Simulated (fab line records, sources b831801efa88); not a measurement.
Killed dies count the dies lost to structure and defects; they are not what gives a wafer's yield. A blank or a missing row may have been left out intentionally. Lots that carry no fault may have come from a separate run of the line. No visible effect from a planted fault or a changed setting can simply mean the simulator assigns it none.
Problem report in the 8D (eight disciplines) form, filled by code	flow sky130	the parts of the form that need people (team, actions taken, sign-off) are left out

## 1. WHAT WENT WRONG
Mean of prime-temp-c at SKY_METAL4_HMDS_06: 114.61 C across 6 wafers in 2 lots; on wafers with no fault it is 120.00 C (standard deviation 0.15). That is -36 standard deviations from the usual mean.
The step: prime time 60 s.
Earliest sighting: wafer L525.2 on litho-track-01 at day 46 00:35. The record holds 36 wafers of 12 lots with a number at this step. Rule for "out" (also "out of limits"): further than 4 standard deviations from the usual mean. Any other wafer with a number is counted as sound.

## 2. WHAT IT IS, WHAT IT ISN'T
question	is	is not
which readings at this step	prime-temp-c	-
which lots	L525, L526	L511, L514, L515, L517, L518, L520, L527, L528, L529, L533
which wafers of those lots	all that have a number	-
read on which tools	litho-track-01	litho-track-02, litho-track-03
when	from day 46 00:35	up to then (18 sound wafers); but 12 sound wafers of L527, L528, L529, L533 came after

## 3. THE SUSPECTS, EACH WITH WHAT RULES IT OUT
Counting: any tool at a process step up to the reading is kept as a suspect provided that every lot that is out went through it and no sound lot did after the first of them.
- litho-track-01 at SKY_METAL4_HMDS_06 (prime time 60 s): kept. It processed each lot that is out, first L525 at day 46 00:35, and no sound lot thereafter; up to then, the last sound lot it processed was L520 at day 43 21:52. On those wafers its own readings are out: prime-temp-c.
Remaining after the count: litho-track-01 at SKY_METAL4_HMDS_06.

## 4. THE CAUSE (what the simulator had put in)
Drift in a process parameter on litho-track-01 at SKY_METAL4_HMDS_06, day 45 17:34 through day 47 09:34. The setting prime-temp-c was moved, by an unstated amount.
After counting, this tool was the only one left.

## 5. SEQUENCE OF EFFECTS, ordered by route
Rows list readings where the struck wafers' mean (over those with a number) sits beyond 3 standard deviations from the usual. Only readings for which the record gives a usual standard deviation are gone through. hours: the time from each lot's start at the first step in this table that gives one to its start at this step, as a median over the lots. sigmas: the change in usual standard deviations.
hours	step	reading	usual	on struck wafers	change	sigmas
0	SKY_METAL4_HMDS_06	prime-temp-c	120.00 C	114.61	-5.39	-36
Its process steps:
- SKY_METAL4_HMDS_06: prime time 60 s.

## 6. WHAT WOULD HAVE CAUGHT IT SOONER
In this record no reading fell out of limits until day 46 00:35, 7 hours after the fault had begun at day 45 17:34.
